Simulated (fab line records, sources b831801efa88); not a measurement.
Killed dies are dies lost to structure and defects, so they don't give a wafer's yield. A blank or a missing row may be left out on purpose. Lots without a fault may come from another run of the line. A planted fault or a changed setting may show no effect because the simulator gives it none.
Which tool did it? | flow gf180mcu | 13 lots, 39 wafers sampled, at 3 steps of a route of 602

WHAT THE GAUGES READ, wafer by wafer
GF_M2_THK_MEAS_06: measures by xrf.
lot  | measured     | on            | M2_ALCU_THK (nm)
L551 | day 18 13:51 | film_metro-01 | 452 448 451
L553 | day 19 06:18 | film_metro-01 | 459 461 462
L554 | day 19 17:31 | film_metro-02 | 450 450 451
L555 | day 19 23:48 | film_metro-04 | 452 452 450
L556 | day 20 01:44 | film_metro-01 | 458 460 470
L557 | day 20 11:04 | film_metro-04 | 439 454 446
L559 | day 21 08:14 | film_metro-01 | 463 459 460
L560 | day 21 14:06 | film_metro-01 | 452 460 453
L566 | day 23 14:51 | film_metro-02 | 447 455 449
L568 | day 24 10:32 | film_metro-01 | 454 457 458
L570 | day 24 22:01 | film_metro-04 | 450 451 447
L573 | day 25 19:47 | film_metro-01 | 448 446 446
L574 | day 26 03:12 | film_metro-02 | 456 449 447

WHICH TOOL RAN EACH LOT (tool, then ch and the chambers of the sampled wafers, then the start)
lot  | GF_HV_LDD_COAT_14                 | GF_HV_LDD_STRIP_22
L551 | litho_track-02 ch 0, day 10 13:56 | plasma_asher-02 ch 0,1, day 10 23:25
L553 | litho_track-01 ch 0, day 11 04:04 | plasma_asher-03 ch 0,1, day 11 14:05
L554 | litho_track-02 ch 0, day 11 13:10 | plasma_asher-02 ch 0,1, day 11 22:41
L555 | litho_track-01 ch 0, day 11 18:11 | plasma_asher-01 ch 0,1, day 12 03:37
L556 | litho_track-04 ch 0, day 11 20:01 | plasma_asher-03 ch 0,1, day 12 06:04
L557 | litho_track-01 ch 0, day 12 02:20 | plasma_asher-02 ch 0,1, day 12 11:50
L559 | litho_track-04 ch 0, day 12 19:08 | plasma_asher-03 ch 0, day 13 06:13
L560 | litho_track-04 ch 0, day 13 03:38 | plasma_asher-03 ch 0,1, day 13 14:26
L566 | litho_track-04 ch 0, day 14 21:52 | plasma_asher-03 ch 0,1, day 15 09:01
L568 | litho_track-02 ch 0, day 15 16:44 | plasma_asher-03 ch 0,1, day 16 04:34
L570 | litho_track-01 ch 0, day 16 03:44 | plasma_asher-01 ch 0,1, day 16 15:01
L573 | litho_track-02 ch 0, day 17 03:11 | plasma_asher-03 ch 0,1, day 17 14:56
L574 | litho_track-02 ch 0, day 17 11:47 | plasma_asher-01 ch 0,1, day 17 23:25
- GF_HV_LDD_COAT_14: resist thk 1000 nm.
- GF_HV_LDD_STRIP_22: strips in O2/N2.

WHAT THE TOOLS THEMSELVES READ (means of the sampled wafers that have a number; where no wafer has one, the mark that the record gives instead)
GF_HV_LDD_COAT_14.
lot  | tool           | exhaust_pa (Pa) | spin_speed_rpm (rpm)
L551 | litho_track-02 | 45.3            | 2999.6
L553 | litho_track-01 | 45.0            | 2998.4
L554 | litho_track-02 | 46.0            | 2999.8
L555 | litho_track-01 | 46.4            | 2999.8
L556 | litho_track-04 | 44.1            | 3002.1
L557 | litho_track-01 | 45.4            | 3001.7
L559 | litho_track-04 | 44.5            | 3002.6
L560 | litho_track-04 | 45.3            | 3219.3
L566 | litho_track-04 | 45.5            | 3219.7
L568 | litho_track-02 | 44.7            | 3000.8
L570 | litho_track-01 | 44.6            | 3000.3
L573 | litho_track-02 | 44.3            | 3001.1
L574 | litho_track-02 | 44.2            | 2998.2

GF_HV_LDD_STRIP_22.
lot  | tool            | chamber_pressure_mTorr (mTorr) | drypump_motor_current_A (A) | heater_power_w (W) | oes_product_au (a.u.) | strip_time_to_endpoint_s (s)
L551 | plasma_asher-02 | 1499.5                         | 5.7                         | 365                | 0.720                 | 12.62
L553 | plasma_asher-03 | 1499.1                         | 5.6                         | 367                | 0.712                 | 12.62
L554 | plasma_asher-02 | 1499.6                         | 5.7                         | 361                | 0.716                 | 12.68
L555 | plasma_asher-01 | 1499.2                         | 6.0                         | 314                | 0.716                 | 12.67
L556 | plasma_asher-03 | 1500.9                         | 5.5                         | 387                | 0.720                 | 12.65
L557 | plasma_asher-02 | 1500.0                         | 5.7                         | 360                | 0.712                 | 12.67
L559 | plasma_asher-03 | 1500.0                         | 5.6                         | 346                | 0.718                 | 12.65
L560 | plasma_asher-03 | 1500.2                         | 5.5                         | 388                | 0.716                 | 12.28
L566 | plasma_asher-03 | 1501.2                         | 5.6                         | 365                | 0.715                 | 12.25
L568 | plasma_asher-03 | 1499.3                         | 5.6                         | 374                | 0.715                 | 12.64
L570 | plasma_asher-01 | 1499.5                         | 6.2                         | 301                | 0.715                 | 12.64
L573 | plasma_asher-03 | 1500.3                         | 5.6                         | 367                | 0.715                 | 12.63
L574 | plasma_asher-01 | 1499.2                         | 6.0                         | 314                | 0.717                 | 12.66

THE ANSWER, worked out from the rows above alone
Rule: what is usual is taken from the lots themselves. Put in order of their means at a reading, lots are off if they are a third of the lots or fewer, leave a main group of 4 or more, and stand apart from it by a gap of 3 or more times the standard deviation of the main group's means; of several such gaps the widest counts. A main group whose means are all the same, to the digits that the tables above print for the reading, isn't used. A lot without any number at a reading at which 4 lots or more have one is off too. The other lots that the step has rows for count as sound. The gauges are gone through in route order, then the tools' own readings, and for those a lot's mean is taken as printed above. The first step at which some lot is off is used, and at that step the reading that is off furthest; a lot without a number counts as furthest.
Off: L560, L566, at GF_HV_LDD_COAT_14 (spin_speed_rpm). The main group: mean 3000.4 rpm, standard deviation 1.4.
A tool fits if, at that step or a process step before it, it ran every lot that is off, and no sound lot after the first of them. One fits: litho_track-04 at GF_HV_LDD_COAT_14. Its last sound lot is L559 (day 12 19:08), its first lot that is off L560 (day 13 03:38): a fault that began between those two fits.
The tool's own readings at GF_HV_LDD_COAT_14 bear it out: on the lots that are off they differ by more than 5 times the standard deviation of the sound lots' means. spin_speed_rpm reads 3219.5 rpm there against 3000.4 rpm on the sound lots.

WHAT THE SIMULATOR HAD PUT IN
Process parameter drift: litho_track-04, from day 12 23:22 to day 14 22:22, at GF_HV_LDD_COAT_14. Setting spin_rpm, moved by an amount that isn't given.
Lots struck among those shown: L560, L566. The rule above found the same.
